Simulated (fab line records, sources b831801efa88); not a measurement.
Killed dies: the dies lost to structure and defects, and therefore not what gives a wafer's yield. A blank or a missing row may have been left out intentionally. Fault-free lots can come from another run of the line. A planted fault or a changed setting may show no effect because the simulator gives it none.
fab line records	flow sky130
[record] lots = 24	wafers = 72	last_day = 50
route steps=708 shown FIELD_ISO@1 LDD_HVP@285 VIA3@574 METAL4@601
lots that met no fault: from a run of the same line without faults
start_h: the number of hours between the record's first day and the start of the first shown wafer of the lot	wait_h: how many hours have passed since the lot's step before this one	" same as the row above	L1.1+2: one row covering several wafers at once	- no value, or no start given	* or withheld: withheld	< > ~ a bound
route shown NAME@n: names a module that has steps shown in the file, with the first one's number in the route	usual: mean and standard deviation over wafers with no fault	same: alike in all rows	chamber/n: place in a boat	sites: each site's reading	_std_site: the values' standard deviation	_edge_site: inner sites' mean taken away from outer sites' mean	radius_mm: how far each site lies from the wafer's centre	mask NAME#n: copy n	behind: the most recent tool/chamber to have shaped the wafer	hold: the reason the lot was held/the length of the hold in hours/how it ended	device: transistor that didn't switch, given as n, p or np	end of line: the tests these same wafers got at the end of their route	a step with no rows: only its recipe	killed: not the wafer's yield, but the dies lost to structure and defects at the first sort	map: per-die view of a wafer (x killed, . not killed, _ where there is no die)
set.NAME: the setting the step ran with; set.NAME@STEP: the setting that earlier step ran with	model.NAME: the simulator's own value behind a step, which no gauge read
one table for each step of the route and one row for each wafer, over a sample of lots
services: from which hour (start_h, from the record's first day; less than 0 if before it) a tool's chamber was out of use, for how many hours, and why
[[steps]]
[step SKY_FIELD_ISO_BOW_MEAS_00]
[recipe] mode = bow
[usual] INCOMING_BOW = 0/5.9
lot.wafer	tool	chamber	start_h	wait_h	INCOMING_BOW[um]
L074.1	film_metro-03	-	10.00	-	4
L074.2	"	-	"	"	-1
L074.3	"	-	"	"	-8
L075.2	film_metro-04	-	15.02	-	-3
L075.3	"	-	"	"	-4
L075.5	"	-	"	"	-1
L076.2	film_metro-01	-	20.02	-	9
L076.3	"	-	"	"	12
L076.6	"	-	"	"	1
L077.3	film_metro-01	-	25.04	-	-1
L077.4	"	-	"	"	-2
L077.5	"	-	"	"	5
L078.4	film_metro-04	-	30.06	-	-2
L078.5	"	-	"	"	-1
L078.6	"	-	"	"	-1
L079.2	film_metro-01	-	35.02	-	-7
L079.4	"	-	"	"	1
L079.6	"	-	"	"	7
L080.1	film_metro-01	-	40.00	-	0
L080.3	"	-	"	"	5
L080.6	"	-	"	"	-3
L081.1	film_metro-04	-	45.00	-	-6
L081.5	"	-	"	"	3
L081.6	"	-	"	"	-2
L082.3	film_metro-03	-	50.04	-	13
L082.4	"	-	"	"	-2
L082.5	"	-	"	"	1
L083.3	film_metro-03	-	55.04	-	-2
L083.4	"	-	"	"	3
L083.5	"	-	"	"	2
L084.3	film_metro-01	-	60.04	-	4
L084.5	"	-	"	"	-4
L084.6	"	-	"	"	-10
L085.1	film_metro-01	-	65.00	-	3
L085.5	"	-	"	"	9
L085.6	"	-	"	"	4
L086.1	film_metro-01	-	70.00	-	2
L086.2	"	-	"	"	-20
L086.6	"	-	"	"	-3
L087.2	film_metro-01	-	75.02	-	-7
L087.3	"	-	"	"	-5
L087.6	"	-	"	"	-10
L088.1	film_metro-01	-	80.00	-	-12
L088.3	"	-	"	"	-3
L088.4	"	-	"	"	1
L089.1	film_metro-03	-	85.00	-	-2
L089.5	"	-	"	"	1
L089.6	"	-	"	"	1
L090.1	film_metro-03	-	90.00	-	-4
L090.2	"	-	"	"	14
L090.6	"	-	"	"	-6
L091.1	film_metro-01	-	95.00	-	2
L091.3	"	-	"	"	5
L091.5	"	-	"	"	3
L092.1	film_metro-04	-	100.00	-	0
L092.3	"	-	"	"	17
L092.6	"	-	"	"	-1
L093.1	film_metro-01	-	105.00	-	-1
L093.3	"	-	"	"	-2
L093.4	"	-	"	"	4
L094.1	film_metro-03	-	110.00	-	-7
L094.2	"	-	"	"	-1
L094.6	"	-	"	"	-2
L095.1	film_metro-03	-	115.00	-	-4
L095.3	"	-	"	"	-5
L095.6	"	-	"	"	2
L096.1	film_metro-03	-	120.00	-	2
L096.4	"	-	"	"	-4
L096.6	"	-	"	"	11
L097.1	film_metro-04	-	125.00	-	5
L097.2	"	-	"	"	-4
L097.3	"	-	"	"	-7
[step SKY_LDD_HVP_OVL_MEAS_07]
[usual] LDD_HVP_OVL = 1.0/1.5
lot.wafer	tool	chamber	start_h	wait_h	LDD_HVP_OVL[nm]
L074.1	overlay-01	-	481.70	0.1	1.7
L074.2	"	-	"	"	0.2
L074.3	"	-	"	"	0.6
L075.2	overlay-01	-	489.62	0.1	1.8
L075.3	"	-	"	"	3.8
L075.5	"	-	"	"	1.9
L076.2	overlay-01	-	502.42	0.1	0.5
L076.3	"	-	"	"	0.9
L076.6	"	-	"	"	0.7
L077.3	overlay-01	-	548.37	0.1	1.9
L077.4	"	-	"	"	2.5
L077.5	"	-	"	"	1.0
L079.2	overlay-01	-	561.07	0.1	0.0
L079.4	"	-	"	"	0.7
L079.6	"	-	"	"	-2.1
L078.4	overlay-01	-	565.18	0.1	0.3
L078.5	"	-	"	"	1.7
L078.6	"	-	"	"	0.6
L080.1	overlay-02	-	568.52	0.1	2.5
L080.3	"	-	"	"	0.7
L080.6	"	-	"	"	1.6
L081.1	overlay-01	-	577.41	0.1	1.6
L081.5	"	-	"	"	0.9
L081.6	"	-	"	"	1.8
L082.3	overlay-01	-	582.33	0.1	2.8
L082.4	"	-	"	"	2.0
L082.5	"	-	"	"	2.3
L084.3	overlay-01	-	584.92	0.1	1.0
L084.5	"	-	"	"	-0.1
L084.6	"	-	"	"	0.5
L083.3	overlay-01	-	586.63	0.1	2.0
L083.4	"	-	"	"	2.9
L083.5	"	-	"	"	2.3
L086.1	overlay-02	-	603.46	0.1	0.1
L086.2	"	-	"	"	-1.6
L086.6	"	-	"	"	-2.1
L085.1	overlay-01	-	607.89	0.1	0.2
L085.5	"	-	"	"	0.7
L085.6	"	-	"	"	-1.1
L087.2	overlay-02	-	612.27	0.1	3.0
L087.3	"	-	"	"	1.2
L087.6	"	-	"	"	0.9
L088.1	overlay-01	-	618.99	0.1	2.5
L088.3	"	-	"	"	2.4
L088.4	"	-	"	"	1.7
L089.1	overlay-01	-	626.59	0.1	3.5
L089.5	"	-	"	"	4.3
L089.6	"	-	"	"	1.8
L090.1	overlay-01	-	631.74	0.1	2.3
L090.2	"	-	"	"	0.1
L090.6	"	-	"	"	1.6
L091.1	overlay-01	-	637.84	0.1	-0.5
L091.3	"	-	"	"	0.1
L091.5	"	-	"	"	-0.1
L092.1	overlay-01	-	645.44	0.1	1.8
L092.3	"	-	"	"	1.4
L092.6	"	-	"	"	0.7
L093.1	overlay-01	-	653.04	0.1	1.5
L093.3	"	-	"	"	2.4
L093.4	"	-	"	"	2.9
L094.1	overlay-01	-	667.36	0.1	-0.7
L094.2	"	-	"	"	-1.2
L094.6	"	-	"	"	-0.4
L095.1	overlay-01	-	674.72	0.1	1.1
L095.3	"	-	"	"	2.3
L095.6	"	-	"	"	-0.2
L096.1	overlay-02	-	677.04	0.1	-1.5
L096.4	"	-	"	"	-1.4
L096.6	"	-	"	"	-0.8
L097.1	overlay-01	-	687.26	0.1	3.6
L097.2	"	-	"	"	2.1
L097.3	"	-	"	"	-0.1
[step SKY_VIA3_THK_MEAS_01]
[recipe] reads = SiO2_of_VIA3_HDPCVD_00
[usual] VIA3_HDPCVD_THK = 1632/14
lot.wafer	tool	chamber	start_h	wait_h	VIA3_HDPCVD_THK[nm]
L074.1	film_metro-01	-	895.05	0.1	1637
L074.2	"	-	"	"	1629
L074.3	"	-	"	"	1623
L075.2	film_metro-02	-	897.12	0.1	1622
L075.3	"	-	"	"	1634
L075.5	"	-	"	"	1651
L076.2	film_metro-01	-	910.85	0.1	1641
L076.3	"	-	"	"	1611
L076.6	"	-	"	"	1644
L077.3	film_metro-02	-	949.36	0.1	1640
L077.4	"	-	"	"	1649
L077.5	"	-	"	"	1663
L079.2	film_metro-01	-	957.32	0.1	1641
L079.4	"	-	"	"	1623
L079.6	"	-	"	"	1628
L078.4	film_metro-01	-	960.01	0.0	1637
L078.5	"	-	"	"	1637
L078.6	"	-	"	"	1625
L080.1	film_metro-02	-	964.85	0.1	1623
L080.3	"	-	"	"	1633
L080.6	"	-	"	"	1617
L081.1	film_metro-04	-	970.73	0.1	1638
L081.5	"	-	"	"	1636
L081.6	"	-	"	"	1631
L082.3	film_metro-02	-	974.83	0.1	1619
L082.4	"	-	"	"	1646
L082.5	"	-	"	"	1618
L084.3	film_metro-02	-	979.25	0.1	1637
L084.5	"	-	"	"	1640
L084.6	"	-	"	"	1637
L083.3	film_metro-02	-	980.20	0.1	1637
L083.4	"	-	"	"	1649
L083.5	"	-	"	"	1662
L086.1	film_metro-01	-	991.77	0.1	1639
L086.2	"	-	"	"	1666
L086.6	"	-	"	"	1641
L085.1	film_metro-02	-	994.69	0.1	1638
L085.5	"	-	"	"	1632
L085.6	"	-	"	"	1637
L087.2	film_metro-01	-	997.65	0.1	1634
L087.3	"	-	"	"	1638
L087.6	"	-	"	"	1615
L088.1	film_metro-02	-	1005.63	0.1	1629
L088.3	"	-	"	"	1607
L088.4	"	-	"	"	1609
L089.1	film_metro-04	-	1008.81	0.1	1604
L089.5	"	-	"	"	1623
L089.6	"	-	"	"	1624
L090.1	film_metro-04	-	1016.86	0.1	1640
L090.2	"	-	"	"	1615
L090.6	"	-	"	"	1630
L091.1	film_metro-01	-	1018.02	0.1	1627
L091.3	"	-	"	"	1630
L091.5	"	-	"	"	1622
L092.1	film_metro-02	-	1025.51	0.1	1624
L092.3	"	-	"	"	1642
L092.6	"	-	"	"	1623
L093.1	film_metro-01	-	1030.41	0.1	1637
L093.3	"	-	"	"	1640
L093.4	"	-	"	"	1643
L094.1	film_metro-02	-	1042.87	0.1	1646
L094.2	"	-	"	"	1617
L094.6	"	-	"	"	1606
L095.1	film_metro-04	-	1048.47	0.1	1637
L095.3	"	-	"	"	1638
L095.6	"	-	"	"	1630
L096.1	film_metro-04	-	1050.29	0.1	1632
L096.4	"	-	"	"	1632
L096.6	"	-	"	"	1623
L097.1	film_metro-02	-	1056.31	0.1	1619
L097.2	"	-	"	"	1603
L097.3	"	-	"	"	1638
[step SKY_VIA3_ETCH_14]
[recipe] chemistry = N2/H2	target = BARC	ion_energy_ev = 200	source_w = 500	bias_w = 100	pressure_mtorr = 30	n2_flow_sccm = 100	h2_flow_sccm = 200	stop_on = SiO2	time_s = 45.9	target_depth_a = 600
[usual] drypump_motor_current_A = 5.6/0.51	oes_product_au = 0.856/0.0043	throttle_valve_pct = 13.224/0.0095
lot.wafer	tool	chamber	start_h	wait_h	drypump_motor_current_A	oes_product_au	rf_hours_counter_h	throttle_valve_pct
L074.1	rie_diel-04	2	920.55	0.0	5.5	0.862	17	13.233
L074.2	"	0	"	"	5.8	0.851	12	13.229
L074.3	"	1	"	"	6.3	0.856	18	13.215
L075.2	rie_diel-04	2	921.93	0.0	5.5	0.853	17	13.222
L075.3	"	0	"	"	5.8	0.853	13	13.210
L075.5	"	0	"	"	5.8	0.855	-	13.229
L076.2	rie_diel-04	1	935.99	0.0	6.3	0.862	18	13.226
L076.3	"	2	"	"	5.6	0.853	18	13.226
L076.6	"	1	"	"	6.2	0.849	-	13.218
L077.3	rie_diel-03	1	974.23	0.0	5.9	0.857	15	13.217
L077.4	"	2	"	"	5.4	0.852	18	13.226
L077.5	"	1	"	"	5.9	0.854	-	13.217
L079.2	rie_diel-03	1	982.10	0.0	5.9	0.857	15	13.221
L079.4	"	3	"	"	4.9	0.853	2	13.244
L079.6	"	3	"	"	4.9	0.858	-	13.234
L078.4	rie_diel-03	1	984.83	0.0	5.9	0.849	15	13.224
L078.5	"	3	"	"	4.9	0.868	-	13.228
L078.6	"	2	"	"	5.4	0.848	-	13.230
L080.1	rie_diel-03	3	989.55	0.0	4.9	0.857	3	13.228
L080.3	"	1	"	"	5.9	0.855	15	13.229
L080.6	"	3	"	"	4.9	0.856	-	13.221
L081.1	rie_diel-04	2	995.03	0.0	5.5	0.851	19	13.209
L081.5	"	3	"	"	6.2	0.858	-	13.206
L081.6	"	2	"	"	5.5	0.854	-	13.213
L082.3	rie_diel-01	3	998.78	0.0	6.3	0.856	24	13.218
L082.4	"	1	"	"	5.9	0.855	13	13.212
L082.5	"	2	"	"	4.9	0.856	-	13.219
L084.3	rie_diel-03	3	1002.70	0.0	4.9	0.853	3	13.207
L084.5	"	2	"	"	5.4	0.857	-	13.212
L084.6	"	1	"	"	5.9	0.849	-	13.220
L083.3	rie_diel-04	2	1004.18	0.0	5.6	0.851	20	13.223
L083.4	"	0	"	"	5.8	0.866	15	13.212
L083.5	"	1	"	"	6.2	0.855	-	13.229
L086.1	rie_diel-04	0	1015.19	0.0	5.9	0.854	16	13.238
L086.2	"	1	"	"	6.2	0.860	21	13.218
L086.6	"	0	"	"	5.8	0.852	-	13.241
L085.1	rie_diel-01	2	1018.39	0.0	4.9	0.853	13	13.229
L085.5	"	3	"	"	6.3	0.856	-	13.227
L085.6	"	0	"	"	4.8	0.851	-	13.225
L087.2	rie_diel-03	2	1020.48	0.0	5.4	0.854	19	13.252
L087.3	"	0	"	"	5.1	0.856	14	13.220
L087.6	"	3	"	"	4.9	0.858	-	13.224
L088.1	rie_diel-01	1	1028.19	0.0	5.9	0.851	14	13.207
L088.3	"	2	"	"	4.9	0.861	13	13.237
L088.4	"	3	"	"	6.3	0.849	25	13.236
L089.1	rie_diel-04	0	1031.44	0.0	5.9	0.854	16	13.226
L089.5	"	2	"	"	5.6	0.858	-	13.214
L089.6	"	1	"	"	6.3	0.852	-	13.221
L090.1	rie_diel-03	1	1039.65	0.0	5.9	0.847	17	13.233
L090.2	"	2	"	"	5.4	0.852	20	13.211
L090.6	"	3	"	"	4.9	0.854	-	13.225
L091.1	rie_diel-03	3	1041.13	0.0	4.9	0.856	4	13.224
L091.3	"	0	"	"	5.1	0.857	15	13.208
L091.5	"	2	"	"	5.4	0.862	-	13.208
L092.1	rie_diel-04	1	1048.89	0.0	6.3	0.852	22	13.218
L092.3	"	3	"	"	6.2	0.865	21	13.209
L092.6	"	2	"	"	5.5	0.853	-	13.235
L093.1	rie_diel-03	0	1053.18	0.0	5.1	0.857	15	13.226
L093.3	"	3	"	"	4.9	0.847	5	13.224
L093.4	"	1	"	"	5.9	0.846	18	13.221
L094.1	rie_diel-01	0	1065.29	0.0	4.8	0.855	11	13.218
L094.2	"	3	"	"	6.3	0.851	27	13.226
L094.6	"	3	"	"	6.3	0.846	-	13.217
L095.1	rie_diel-04	0	1070.58	0.0	5.8	0.854	18	13.242
L095.3	"	1	"	"	6.3	0.865	23	13.221
L095.6	"	1	"	"	6.3	0.852	-	13.218
L096.1	rie_diel-01	2	1070.95	0.0	4.9	0.852	15	13.223
L096.4	"	1	"	"	5.9	0.851	15	13.220
L096.6	"	0	"	"	4.8	0.863	-	13.237
L097.1	rie_diel-01	1	1077.59	0.0	6.0	0.854	15	13.220
L097.2	"	2	"	"	4.9	0.851	15	13.231
L097.3	"	3	"	"	6.3	0.852	27	13.219
[step SKY_VIA3_SPUTTER_20]
[recipe] material = TiN	target_thk_nm = 20	chamber_pressure_pa = 5	power_w = 4000	time_s = 80
[usual] cathode_dc_power_W = 4000.0/0.76	throttle_valve_pct = 29.9/1.1
lot.wafer	tool	chamber	start_h	wait_h	cathode_dc_power_W	throttle_valve_pct
L074.1	pvd_sputter-02	-	921.72	0.0	3998.6	30.0
L074.2	"	-	"	"	4000.7	31.9
L074.3	"	-	"	"	4000.9	29.8
L075.2	pvd_sputter-02	-	922.71	0.0	3999.3	30.0
L075.3	"	-	"	"	3999.5	29.9
L075.5	"	-	"	"	4000.8	29.7
L076.2	pvd_sputter-04	-	936.72	0.0	3999.7	29.2
L076.3	"	-	"	"	3999.7	27.1
L076.6	"	-	"	"	3998.8	27.1
L077.3	pvd_sputter-02	-	974.93	0.0	4000.3	30.0
L077.4	"	-	"	"	3999.9	30.0
L077.5	"	-	"	"	3999.7	29.7
L079.2	pvd_sputter-02	-	982.83	0.0	4000.3	32.0
L079.4	"	-	"	"	3999.5	30.2
L079.6	"	-	"	"	3999.2	29.5
L078.4	pvd_sputter-03	-	985.55	0.0	3999.7	29.9
L078.5	"	-	"	"	4001.5	28.8
L078.6	"	-	"	"	3999.5	30.1
L080.1	pvd_sputter-03	-	990.25	0.0	3999.2	29.8
L080.3	"	-	"	"	4000.1	28.9
L080.6	"	-	"	"	4000.0	29.4
L081.1	pvd_sputter-02	-	995.73	0.0	4000.3	29.8
L081.5	"	-	"	"	3999.4	30.1
L081.6	"	-	"	"	4000.5	30.1
L082.3	pvd_sputter-03	-	999.56	0.0	4000.0	30.0
L082.4	"	-	"	"	4000.9	29.7
L082.5	"	-	"	"	3999.4	30.1
L084.3	pvd_sputter-03	-	1003.43	0.0	4000.4	29.4
L084.5	"	-	"	"	4000.1	29.8
L084.6	"	-	"	"	3999.7	29.0
L083.3	pvd_sputter-02	-	1004.92	0.0	4000.6	31.8
L083.4	"	-	"	"	4000.5	29.9
L083.5	"	-	"	"	3998.8	29.8
L086.1	pvd_sputter-03	-	1015.88	0.0	4000.7	28.6
L086.2	"	-	"	"	4000.1	30.0
L086.6	"	-	"	"	4000.0	29.2
L085.1	pvd_sputter-04	-	1019.08	0.0	3999.6	29.1
L085.5	"	-	"	"	3999.7	29.2
L085.6	"	-	"	"	3999.6	29.5
L087.2	pvd_sputter-04	-	1021.17	0.0	3997.7	28.9
L087.3	"	-	"	"	3999.8	29.7
L087.6	"	-	"	"	4000.1	29.8
L088.1	pvd_sputter-03	-	1028.88	0.0	4000.9	29.5
L088.3	"	-	"	"	4000.8	30.0
L088.4	"	-	"	"	4001.5	28.8
L089.1	pvd_sputter-02	-	1032.13	0.0	4001.3	29.8
L089.5	"	-	"	"	3999.6	29.7
L089.6	"	-	"	"	4001.0	30.3
L090.1	pvd_sputter-02	-	1040.35	0.0	3999.0	32.3
L090.2	"	-	"	"	4000.2	30.0
L090.6	"	-	"	"	4000.0	30.0
L091.1	pvd_sputter-02	-	1041.82	0.0	4000.3	30.3
L091.3	"	-	"	"	3999.7	30.1
L091.5	"	-	"	"	3999.5	29.6
L092.1	pvd_sputter-02	-	1049.59	0.0	3999.2	30.1
L092.3	"	-	"	"	4000.0	32.0
L092.6	"	-	"	"	4001.3	31.6
L093.1	pvd_sputter-04	-	1053.87	0.0	3999.2	26.8
L093.3	"	-	"	"	3999.7	29.3
L093.4	"	-	"	"	3998.4	29.7
L094.1	pvd_sputter-02	-	1065.98	0.0	4000.1	32.0
L094.2	"	-	"	"	4000.3	29.7
L094.6	"	-	"	"	4000.2	29.9
L095.1	pvd_sputter-03	-	1071.28	0.0	4001.1	28.9
L095.3	"	-	"	"	4000.3	29.7
L095.6	"	-	"	"	3999.8	29.7
L096.1	pvd_sputter-02	-	1071.65	0.0	4000.1	30.2
L096.4	"	-	"	"	3999.5	30.0
L096.6	"	-	"	"	4000.5	29.9
L097.1	pvd_sputter-03	-	1078.29	0.0	4000.9	29.7
L097.2	"	-	"	"	3998.4	29.0
L097.3	"	-	"	"	3999.3	30.3
[step SKY_METAL4_SPUTTER_03]
[recipe] material = Ti	target_thk_nm = 5	power_w = 3000	time_s = 3.3	chamber_pressure_pa = 0.4
[usual] cathode_dc_power_W = 2999.9/0.54	throttle_valve_pct = 29.7/1.1
lot.wafer	tool	chamber	start_h	wait_h	cathode_dc_power_W	throttle_valve_pct
L074.1	pvd_sputter-04	-	922.48	0.0	2999.8	27.3
L074.2	"	-	"	"	3000.1	29.4
L074.3	"	-	"	"	3000.1	29.2
L075.2	pvd_sputter-01	-	923.46	0.0	3001.4	28.9
L075.3	"	-	"	"	3000.9	29.4
L075.5	"	-	"	"	3000.8	29.7
L076.2	pvd_sputter-01	-	937.47	0.0	2999.9	29.2
L076.3	"	-	"	"	2999.6	30.3
L076.6	"	-	"	"	2999.4	30.4
L077.3	pvd_sputter-04	-	975.68	0.0	2999.0	29.2
L077.4	"	-	"	"	2999.9	29.4
L077.5	"	-	"	"	3000.1	29.1
L079.2	pvd_sputter-04	-	983.58	0.0	2999.6	27.0
L079.4	"	-	"	"	3000.1	29.0
L079.6	"	-	"	"	3000.0	29.3
L078.4	pvd_sputter-02	-	986.30	0.0	3000.9	30.2
L078.5	"	-	"	"	2999.4	31.8
L078.6	"	-	"	"	2999.1	30.3
L080.1	pvd_sputter-01	-	991.00	0.0	3000.6	29.1
L080.3	"	-	"	"	2999.8	29.3
L080.6	"	-	"	"	2999.9	30.5
L081.1	pvd_sputter-02	-	996.48	0.0	3000.2	30.3
L081.5	"	-	"	"	2999.4	30.0
L081.6	"	-	"	"	2999.3	29.8
L082.3	pvd_sputter-02	-	1000.31	0.0	3000.5	29.9
L082.4	"	-	"	"	2999.1	29.8
L082.5	"	-	"	"	3000.3	31.8
L084.3	pvd_sputter-04	-	1004.27	0.0	2998.6	29.7
L084.5	"	-	"	"	2999.9	29.8
L084.6	"	-	"	"	2999.0	27.0
L083.3	pvd_sputter-01	-	1005.67	0.0	2999.0	29.1
L083.4	"	-	"	"	3000.0	29.5
L083.5	"	-	"	"	3000.1	29.0
L086.1	pvd_sputter-01	-	1016.63	0.0	2999.8	30.4
L086.2	"	-	"	"	3000.1	30.4
L086.6	"	-	"	"	3000.0	30.4
L085.1	pvd_sputter-01	-	1019.83	0.0	2999.8	30.3
L085.5	"	-	"	"	2999.9	29.1
L085.6	"	-	"	"	3001.2	29.5
L087.2	pvd_sputter-01	-	1022.06	0.0	3000.0	29.2
L087.3	"	-	"	"	3000.0	29.4
L087.6	"	-	"	"	3000.4	29.0
L088.1	pvd_sputter-04	-	1029.76	0.0	2999.7	29.3
L088.3	"	-	"	"	2999.7	29.9
L088.4	"	-	"	"	3000.0	29.1
L089.1	pvd_sputter-01	-	1033.45	0.0	2999.7	29.1
L089.5	"	-	"	"	2999.9	29.1
L089.6	"	-	"	"	2999.3	29.4
L090.1	pvd_sputter-02	-	1041.10	0.0	2999.6	32.1
L090.2	"	-	"	"	2999.9	30.2
L090.6	"	-	"	"	2999.6	29.7
L091.1	pvd_sputter-02	-	1042.57	0.0	3000.0	30.1
L091.3	"	-	"	"	3000.0	32.0
L091.5	"	-	"	"	2999.7	31.9
L092.1	pvd_sputter-01	-	1050.34	0.0	3000.0	29.3
L092.3	"	-	"	"	2999.7	29.1
L092.6	"	-	"	"	2999.2	29.1
L093.1	pvd_sputter-01	-	1054.62	0.0	2999.9	29.1
L093.3	"	-	"	"	3000.6	30.4
L093.4	"	-	"	"	2999.6	29.3
L094.1	pvd_sputter-04	-	1066.89	0.0	3000.2	29.4
L094.2	"	-	"	"	3000.2	29.7
L094.6	"	-	"	"	2999.7	27.2
L095.1	pvd_sputter-01	-	1072.03	0.0	3000.2	30.2
L095.3	"	-	"	"	2999.2	29.0
L095.6	"	-	"	"	3000.1	29.0
L096.1	pvd_sputter-02	-	1072.40	0.0	2999.6	32.2
L096.4	"	-	"	"	2999.5	29.7
L096.6	"	-	"	"	2999.8	29.7
L097.1	pvd_sputter-02	-	1079.04	0.0	3000.1	30.1
L097.2	"	-	"	"	2999.6	29.9
L097.3	"	-	"	"	2999.2	29.9
[[services]]
tool	chamber	start_h	hours	kind
pvd_sputter-04	0	906.46	-	consumable_replace:kit
pvd_sputter-04	0	906.46	18.0	scheduled_down
pvd_sputter-04	0	906.46	18.0	vent_cycle
rie_diel-03	0	907.70	4.6	repair
rie_diel-04	3	910.51	33.5	repair
rie_diel-01	3	911.58	3.2	repair
rie_diel-01	-	916.71	4.3	pm
pvd_sputter-04	-	923.77	2.0	repair
pvd_sputter-01	-	927.30	2.9	repair
pvd_sputter-03	-	930.74	1.1	repair
rie_diel-01	1	944.63	5.4	repair
rie_diel-03	0	997.67	10.1	repair
pvd_sputter-02	1	997.70	-	consumable_replace:kit
pvd_sputter-02	1	997.70	18.0	scheduled_down
pvd_sputter-02	1	997.70	18.0	vent_cycle
rie_diel-01	1	1004.25	10.0	repair
rie_diel-04	2	1010.83	4.7	repair
pvd_sputter-04	3	1022.42	-	consumable_replace:kit
pvd_sputter-01	2	1055.67	-	consumable_replace:kit
pvd_sputter-01	2	1055.67	18.0	scheduled_down
pvd_sputter-01	2	1055.67	18.0	vent_cycle
pvd_sputter-02	-	1060.02	3.7	repair
pvd_sputter-01	-	1074.98	2.1	repair
pvd_sputter-04	-	1075.36	3.0	repair
[[key]]
fault none
